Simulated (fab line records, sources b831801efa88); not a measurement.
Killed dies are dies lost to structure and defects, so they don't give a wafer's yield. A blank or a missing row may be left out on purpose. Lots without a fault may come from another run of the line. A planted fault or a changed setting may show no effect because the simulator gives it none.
Which tool did it? | flow gf180mcu | 11 lots, 33 wafers sampled, at 3 steps of a route of 602

WHAT THE GAUGES READ, wafer by wafer
GF_VT_IMPLANT_TW_MEAS_21.
lot  | measured     | on            | VT_IMPLANT_2_TW
L715 | day 8 22:39  | film_metro-01 | 1213 1218 1213
L716 | day 9 04:10  | film_metro-01 | 30 30 30
L717 | day 9 10:11  | film_metro-04 | 30 30 30
L718 | day 9 17:22  | film_metro-04 | 30 30 30
L719 | day 10 00:02 | film_metro-04 | 1244 1238 1241
L722 | day 10 20:53 | film_metro-04 | 1232 1236 1233
L723 | day 11 00:16 | film_metro-04 | 1224 1229 1236
L724 | day 11 06:46 | film_metro-04 | 1224 1232 1230
L726 | day 12 09:01 | film_metro-02 | 1207 1193 1197
L727 | day 12 09:37 | film_metro-01 | 1223 1224 1226
L728 | day 12 12:47 | film_metro-04 | 1232 1228 1222

WHICH TOOL RAN EACH LOT (tool, then ch and the chambers of the sampled wafers, then the start)
lot  | GF_VT_IMPLANT_STRIP_09               | GF_VT_IMPLANT_STRIP_20
L715 | plasma_asher-01 ch 0,1, day 8 05:13  | plasma_asher-01 ch 0,1, day 8 22:32
L716 | plasma_asher-04 ch 0, day 8 11:18    | plasma_asher-02 ch 0,1, day 9 04:03
L717 | plasma_asher-04 ch 0,1, day 8 16:52  | plasma_asher-04 ch 0,1, day 9 10:05
L718 | plasma_asher-01 ch 0,1, day 8 23:29  | plasma_asher-04 ch 1, day 9 17:15
L719 | plasma_asher-01 ch 0,1, day 9 05:53  | plasma_asher-04 ch 0,1, day 9 23:56
L722 | plasma_asher-04 ch 0,1, day 10 02:56 | plasma_asher-01 ch 0,1, day 10 20:47
L723 | plasma_asher-02 ch 0,1, day 10 06:03 | plasma_asher-01 ch 0,1, day 11 00:10
L724 | plasma_asher-01 ch 0,1, day 10 12:27 | plasma_asher-02 ch 0,1, day 11 06:39
L726 | plasma_asher-04 ch 0,1, day 11 13:21 | plasma_asher-01 ch 0,1, day 12 08:55
L727 | plasma_asher-04 ch 0,1, day 11 14:08 | plasma_asher-04 ch 0,1, day 12 09:31
L728 | plasma_asher-02 ch 0,1, day 11 17:35 | plasma_asher-02 ch 0,1, day 12 12:41
- GF_VT_IMPLANT_STRIP_09: strips in O2/N2.
- GF_VT_IMPLANT_STRIP_20: strips in O2/N2.

THE ANSWER, worked out from the rows above alone
Rule: what is usual is taken from the lots themselves. Put in order of their means at a reading, lots are off if they are a third of the lots or fewer, leave a main group of 4 or more, and stand apart from it by a gap of 3 or more times the standard deviation of the main group's means; of several such gaps the widest counts. A main group whose means are all the same, to the digits that the tables above print for the reading, isn't used. A lot without any number at a reading at which 4 lots or more have one is off too. The other lots that the step has rows for count as sound.
Off: L716, L717, L718, at GF_VT_IMPLANT_TW_MEAS_21 (VT_IMPLANT_2_TW). The main group: mean 1225, standard deviation 12.
A tool fits if, at a process step before that reading, it ran every lot that is off, and no sound lot after the first of them. The gauges at GF_VT_IMPLANT_TW_MEAS_21 are tried like those tools. None of those tried fits.

WHAT THE SIMULATOR HAD PUT IN
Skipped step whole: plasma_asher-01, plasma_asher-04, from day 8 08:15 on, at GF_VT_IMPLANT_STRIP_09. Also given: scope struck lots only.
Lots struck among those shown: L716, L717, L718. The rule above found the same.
